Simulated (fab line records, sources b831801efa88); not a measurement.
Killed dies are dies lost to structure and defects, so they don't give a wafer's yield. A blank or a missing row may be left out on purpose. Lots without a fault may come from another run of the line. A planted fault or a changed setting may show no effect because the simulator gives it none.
Tool commonality check | flow sky130 | 14 lots, 42 wafers sampled

WHY IT WAS OPENED
At SKY_SONOS_TUNNEL_TW_MEAS_12 the reading SONOS_TUNNEL_TW is flagged on 2 of 14 lots. Wafers without a fault read 197.1, standard deviation 1.9.
Rule: a lot is flagged when every wafer of it that has a number lies more than 4 standard deviations from that mean, or none has a number. The other lots count as sound.

lot  | measured     | on            | SONOS_TUNNEL_TW, wafer by wafer | flag
L196 | day 9 09:50  | film_metro-03 | 200.7 199.8 199.0               |
L198 | day 9 20:53  | film_metro-03 | 199.7 199.3 200.3               |
L199 | day 10 02:41 | film_metro-02 | 194.8 194.5 195.3               |
L200 | day 10 09:08 | film_metro-02 | 195.3 194.5 193.9               |
L202 | day 10 19:14 | film_metro-04 | 195.5 194.9 194.6               |
L203 | day 11 01:23 | film_metro-02 | 197.7 196.5 196.3               |
L204 | day 11 12:19 | film_metro-03 | 30.4 30.2 30.2                  | FLAGGED
L205 | day 11 15:37 | film_metro-02 | 29.9 29.7 29.8                  | FLAGGED
L206 | day 11 17:38 | film_metro-02 | 196.2 196.3 196.6               |
L209 | day 12 16:11 | film_metro-04 | 197.1 197.1 196.4               |
L216 | day 22 17:07 | film_metro-04 | 195.4 196.4 196.1               |
L215 | day 22 17:31 | film_metro-03 | 200.1 199.2 199.0               |
L218 | day 22 17:50 | film_metro-02 | 196.8 194.8 196.0               |
L217 | day 22 17:52 | film_metro-03 | 199.5 200.4 199.2               |
The numbers of the flagged lots are 30.0 on average: -167.1 against the usual, or -88 standard deviations.

WHICH TOOL RAN EACH LOT
The record holds 1 process step before the reading, out of a route of 708 steps. In each cell: the tool, then ch and the chambers that the sampled wafers went through, then the start.
lot  | flag    | SKY_SONOS_TUNNEL_IMPLANT_09
L196 |         | implanter-03 ch 0, day 9 09:25
L198 |         | implanter-02 ch 0, day 9 20:28
L199 |         | implanter-03 ch 0, day 10 02:16
L200 |         | implanter-02 ch 0, day 10 08:44
L202 |         | implanter-01 ch 0, day 10 18:49
L203 |         | implanter-01 ch 0, day 11 00:59
L204 | FLAGGED | implanter-02, day 11 11:55
L205 | FLAGGED | implanter-03, day 11 15:13
L206 |         | implanter-02 ch 0, day 11 17:04
L209 |         | implanter-01 ch 0, day 12 15:44
L216 |         | implanter-03 ch 0, day 22 16:38
L215 |         | implanter-02 ch 0, day 22 17:07
L218 |         | implanter-02 ch 0, day 22 17:25
L217 |         | implanter-03 ch 0, day 22 17:14
What these steps do:
- SKY_SONOS_TUNNEL_IMPLANT_09
- SKY_SONOS_TUNNEL_TW_MEAS_12

FLAGGED OVER TOTAL, TOOL BY TOOL (the gauges that took the reading come last)
step                        | tool          | lots run | flagged | share of the flagged lots | sound lots run after its first flagged lot
SKY_SONOS_TUNNEL_IMPLANT_09 | implanter-01  | 3        | 0       | none                      | -
SKY_SONOS_TUNNEL_IMPLANT_09 | implanter-02  | 6        | 1       | some                      | 3 (L206,L215,L218)
SKY_SONOS_TUNNEL_IMPLANT_09 | implanter-03  | 5        | 1       | some                      | 2 (L216,L217)
SKY_SONOS_TUNNEL_TW_MEAS_12 | film_metro-02 | 6        | 1       | some                      | 2 (L206,L218)
SKY_SONOS_TUNNEL_TW_MEAS_12 | film_metro-03 | 5        | 1       | some                      | 2 (L215,L217)
SKY_SONOS_TUNNEL_TW_MEAS_12 | film_metro-04 | 3        | 0       | none                      | -

WHAT THE TABLE ALLOWS
No row of the table ran every flagged lot.

WHAT THE SIMULATOR HAD PUT IN
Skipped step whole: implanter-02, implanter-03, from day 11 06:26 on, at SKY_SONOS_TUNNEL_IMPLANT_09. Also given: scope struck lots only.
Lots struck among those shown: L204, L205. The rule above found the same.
